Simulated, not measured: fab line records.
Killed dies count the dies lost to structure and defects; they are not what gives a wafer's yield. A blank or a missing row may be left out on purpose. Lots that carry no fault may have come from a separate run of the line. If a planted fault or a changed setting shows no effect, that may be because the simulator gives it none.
Which tool was responsible? / flow gf180mcu / 12 lots, 36 wafers sampled, at 2 steps of a route of 602

WHAT THE GAUGES READ, wafer by wafer
GF_V1_OVL_MEAS_15.
lot=L075; measured=day 18 09:26; on=overlay-01; V1_OVL (nm)=8 1 6
lot=L077; measured=day 19 04:26; on=overlay-02; V1_OVL (nm)=-4 -10 -3
lot=L079; measured=day 19 21:27; on=overlay-02; V1_OVL (nm)=4 6 0
lot=L081; measured=day 20 20:41; on=overlay-02; V1_OVL (nm)=-3 -7 2
lot=L083; measured=day 22 03:05; on=overlay-01; V1_OVL (nm)=2 7 4
lot=L085; measured=day 22 14:27; on=overlay-02; V1_OVL (nm)=-3 -2 7
lot=L087; measured=day 23 06:49; on=overlay-02; V1_OVL (nm)=-6 -1 -1
lot=L089; measured=day 23 21:09; on=overlay-02; V1_OVL (nm)=-5 2 0
lot=L091; measured=day 24 10:24; on=overlay-02; V1_OVL (nm)=-1 5 -3
lot=L093; measured=day 24 21:41; on=overlay-02; V1_OVL (nm)=11 2 1
lot=L095; measured=day 25 12:43; on=overlay-02; V1_OVL (nm)=-3 10 -4
lot=L097; measured=day 26 05:53; on=overlay-02; V1_OVL (nm)=0 1 5

EACH LOT AND THE TOOL THAT RAN IT (in order: tool; ch and the chambers of the sampled wafers; start)
lot=L075; GF_CONTACT_SPUTTER_22=pvd sputter-01, day 16 09:04
lot=L077; GF_CONTACT_SPUTTER_22=pvd sputter-02, day 17 03:32
lot=L079; GF_CONTACT_SPUTTER_22=pvd sputter-02, day 17 18:38
lot=L081; GF_CONTACT_SPUTTER_22=pvd sputter-01, day 18 17:15
lot=L083; GF_CONTACT_SPUTTER_22=pvd sputter-02, day 20 01:01
lot=L085; GF_CONTACT_SPUTTER_22=pvd sputter-02, day 20 13:14
lot=L087; GF_CONTACT_SPUTTER_22=pvd sputter-02, day 21 05:32
lot=L089; GF_CONTACT_SPUTTER_22=pvd sputter-01, day 21 19:53
lot=L091; GF_CONTACT_SPUTTER_22=pvd sputter-01, day 22 11:05
lot=L093; GF_CONTACT_SPUTTER_22=pvd sputter-01, day 22 22:41
lot=L095; GF_CONTACT_SPUTTER_22=pvd sputter-02, day 23 14:03
lot=L097; GF_CONTACT_SPUTTER_22=pvd sputter-02, day 24 08:08
- GF_CONTACT_SPUTTER_22: material Ti, target thk 15 nm, time 80.02 s.

THE ANSWER, worked out from the rows above alone
Rule: the usual values come from the lots themselves. Put in order of their means at a reading, lots are off if they are a third of the lots or fewer, leave a main group of 4 or more, and stand apart from it by a gap of 3 or more times the standard deviation of the main group's means; of several such gaps the widest counts. If all means in a main group match to the digits the tables above print for the reading, that group is not used. Also off: a lot with no number at a reading for which 4 or more lots have one. Any other lot the step has rows for is counted as sound.
Across all readings shown, no lot is off: no conclusion can be drawn from this.

WHAT THE SIMULATOR HAD INSERTED
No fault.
